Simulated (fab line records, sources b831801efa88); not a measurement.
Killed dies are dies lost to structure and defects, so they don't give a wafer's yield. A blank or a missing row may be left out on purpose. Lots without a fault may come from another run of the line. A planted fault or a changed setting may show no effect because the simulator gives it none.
A struck lot beside a sound one | flow sky130 | 26 steps out of a route of 708
Sound: wafers L994.1, L994.3, L994.6. Struck: wafer L105.3. (L105.2, L105.5 of the same lot were not struck and are left out.) The cause comes at the end.
At each step with rows: each side's tool, then ch and its chambers, then its first start. Under that, the readings that differ: sound wafers | struck wafers | difference of the means | sigmas: that difference in standard deviations of wafers without a fault.
alike: readings whose means differ by less than 2 such deviations, and words and numbers that are the same on both sides. not compared: withheld readings, readings that some wafer has no value for, bounds like >300 that may hide the same value, and numbers for which the record gives no deviation and whose values overlap.
The two part at a step that has a row with sigmas, a row that says differs or no value, or rows on one side only. Numbers that don't overlap but have no deviation are shown without sigmas and don't part them. A reading that every wafer of one side lacks parts them only if that side has two wafers or more.

first, 6 steps without rows for these wafers: SKY_SD_N_IMPLANT_10; SKY_SD_N_STRIP_11 (strips in O2/N2); SKY_SD_N_CLEAN_13 (cleans in SC1/SC2, time 150 s); SKY_SD_N_RTA_14 (time 2 s); SKY_SALICIDE_CLEAN_00 (cleans in HF-last, time 30 s); SKY_LI_CONTACT_HDPCVD_00 (deposits PSG, target thk 930 nm, time 155 s).
SKY_LI_CONTACT_CMP_02: polishes PSG.
  sound on cmp-02 ch 2,3, day 29 07:52; struck on cmp-02 ch 0, day 33 02:10
  reading                                       | sound             | struck | difference | sigmas
  retaining_ring_pressure_frac                  | 0.998 0.997 0.995 | 1.007  | +0.010     | +2
  model.PSG_of_LI_CONTACT_HDPCVD_00.thk_nm (nm) | 597.8 596 595.5   | 659.7  | +63.3      |
  alike: head_pressure_psi, motor_current_A, time_to_endpoint_s
then, 9 steps without rows for these wafers: SKY_LI_CONTACT_DEHYDRATE_04 (time 60 s); SKY_LI_CONTACT_HMDS_05 (prime time 60 s); SKY_LI_CONTACT_COAT_06 (resist thk 60 nm); SKY_LI_CONTACT_COAT_07 (resist thk 450 nm); SKY_LI_CONTACT_SOFTBAKE_08 (time 90 s); SKY_LI_CONTACT_EXPOSE_09 (exposes mask LICM1, target cd 170 nm); SKY_LI_CONTACT_PEB_10; SKY_LI_CONTACT_DEVELOP_11 (develop time 60 s); SKY_LI_CONTACT_ETCH_14 (etches BARC in N2/H2, stops on SiO2, time 45.9 s, target depth 60 nm).
SKY_LI_CONTACT_ETCH_15: etches PSG in C4F8/O2/Ar, stops on Si, target depth 600 nm.
  sound on rie_diel-03 ch 0,1, day 30 12:49; struck on rie_diel-03 ch 3, day 34 05:19
  reading                                | sound             | struck | difference | sigmas
  oes_product_au (a.u.)                  | 0.835 0.836 0.838 | 0.884  | +0.048     | +10
  model.LI_CONTACT.feature_depth_nm (nm) | 597.8 596 595.5   | 659.7  | +63.3      |
  model.etch.depth_nm (nm)               | 597.8 596 595.5   | 659.7  | +63.3      |
then, 6 steps without rows for these wafers: SKY_LI_CONTACT_STRIP_16 (strips in O2/N2); SKY_LI_CONTACT_CLEAN_17 (cleans in NMP, time 600 s); SKY_LI_CONTACT_PRE_CLEAN_18 (time 5.6 s); SKY_LI_CONTACT_SPUTTER_19 (material Ti, target thk 20 nm, time 106.37 s); SKY_LI_CONTACT_SPUTTER_20 (material TiN, target thk 20 nm, time 80 s); SKY_LI_CONTACT_CVD_21 (deposits W, target thk 400 nm, time 120.56 s).
SKY_LI_CONTACT_CMP_24: polishes, stops on PSG, t overpolish 20 s, target thk 0 nm.
  sound on cmp-01 ch 0,1,3, day 30 13:42; struck on cmp-02 ch 1, day 34 06:19
  reading                                       | sound             | struck | difference | sigmas
  model.PSG_of_LI_CONTACT_HDPCVD_00.thk_nm (nm) | 588.4 586.5 586.1 | 650.2  | +63.2      |
  alike: head_pressure_psi, motor_current_A, retaining_ring_pressure_frac
then, 1 step without rows for these wafers: SKY_LOCAL_INTERCONNECT_SPUTTER_00 (material TiN, target thk 100 nm, time 79.57 s).
-- the record jumps here: 15 days lie between the struck wafers' starts before and after (it left off in module LOCAL_INTERCONNECT and takes up again in module PAD_OPEN, whose first step shown is number 708 of the route) --
SKY_PAD_OPEN_PROBE_99:
  sound on prober-02, day 46 22:41; struck on prober-02, day 49 14:47
  reading                             | sound             | struck | difference | sigmas
  killed_at_other                     | 0 0 0             | 2      | +2         | +3
  model.etest.licon_pdiff.rc_ohm      | 576.5 574.1 548.3 | 635.6  | +69.3      |
  model.etest.licon_ndiff.rc_ohm      | 179.9 181.3 173   | 203.9  | +25.8      |
  model.etest.cap_li_to_poly.c_af_um2 | 91.13 91.51 93.94 | 79.89  | -12.30     |
  model.etest.licon_poly.rc_ohm       | 149.5 143.3 149.5 | 162.3  | +14.9      |
  model.etest.cap_li_to_well.c_af_um2 | 37.02 36.42 36.7  | 35.68  | -1.03      |
  alike: killed_at_M0_to_M3, killed_at_M4_up, killed_at_contacts, killed_at_front_end, killed_dies, killed_on_rim, killed_open, killed_short

WHERE THEY PART
First at SKY_LI_CONTACT_CMP_02; last, within this record, at SKY_PAD_OPEN_PROBE_99.

WHY: what the simulator had put in
Process parameter drift: cmp-02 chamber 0, from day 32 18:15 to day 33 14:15, at SKY_LI_CONTACT_CMP_02. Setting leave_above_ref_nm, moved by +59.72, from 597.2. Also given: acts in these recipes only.
